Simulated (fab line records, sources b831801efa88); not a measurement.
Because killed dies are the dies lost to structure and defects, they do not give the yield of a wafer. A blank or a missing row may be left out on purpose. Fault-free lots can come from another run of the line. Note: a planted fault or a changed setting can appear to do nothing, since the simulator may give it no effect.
Code-filled problem report in 8D (eight disciplines) form | flow sky130 | the parts of the form that need people (team, actions taken, sign-off) are left out

== 1. THE PROBLEM ==
Mean of beam on s at SKY_LDD_N_IMPLANT_15: 13.48 s across 6 wafers in 2 lots; on wafers with no fault it is 10.04 s (standard deviation 0.19). Relative to the usual mean, that is a shift of +18 standard deviations.
First observed at day 22 17:55: wafer L806.1, on implanter-01. The record holds 18 wafers of 6 lots with a number at this step. The rule behind "out" and "out of limits": a value lying over 4 standard deviations away from the usual mean. All remaining wafers that have a number are taken as sound.

== 2. WHAT IT IS, WHAT IT ISN'T ==
question                    | is                            | is not
which readings at this step | beam on s, faraday current uA | -
which lots                  | L806, L807                    | L793, L795, L815, L816
which wafers of those lots  | all that have a number        | -
read on which tools         | implanter-01                  | implanter-02, implanter-03
when                        | from day 22 17:55             | up to then (6 sound wafers); but 6 sound wafers of L815, L816 came after

== 3. SUSPECTS, AND WHAT RULES EACH OUT ==
Counting: any tool at a process step up to the reading is kept as a suspect provided that every lot that is out went through it and no sound lot did after the first of them.
- implanter-01 at SKY_LDD_N_IMPLANT_15: kept. Every lot that is out went through it, starting with L806 (day 22 17:55), and after that it ran no sound lot; the last sound lot it ran before then is L795 (day 18 08:41). Its own readings are out on those wafers: beam on s, faraday current uA.
Left after counting: implanter-01 at SKY_LDD_N_IMPLANT_15.

== 4. THE CAUSE (what the simulator had put in) ==
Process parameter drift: implanter-01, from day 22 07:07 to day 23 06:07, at SKY_LDD_N_IMPLANT_15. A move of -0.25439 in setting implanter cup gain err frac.
Counting left only this tool.

== 5. SEQUENCE OF EFFECTS, ordered by route ==
Rows list readings where the struck wafers' mean (over those with a number) sits beyond 3 standard deviations from the usual. Readings are gone through only where the record gives a usual standard deviation; hours: the median, over the lots, of the time from a lot's start at the first step in this table giving one to that lot's start at this step; sigmas: the change measured in usual standard deviations.
hours | step                 | reading            | usual   | on struck wafers | change | sigmas
0     | SKY_LDD_N_IMPLANT_15 | beam on s          | 10.04 s | 13.48            | +3.44  | +18
0     | SKY_LDD_N_IMPLANT_15 | faraday current uA | 28.1    | 20.9             | -7.2   | -14
It contains these process steps:
- SKY_LDD_N_IMPLANT_15

== 6. WHAT WOULD HAVE CAUGHT IT SOONER ==
The fault began at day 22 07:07; the first out-of-limits reading in this record came at day 22 17:55, 11 hours later.
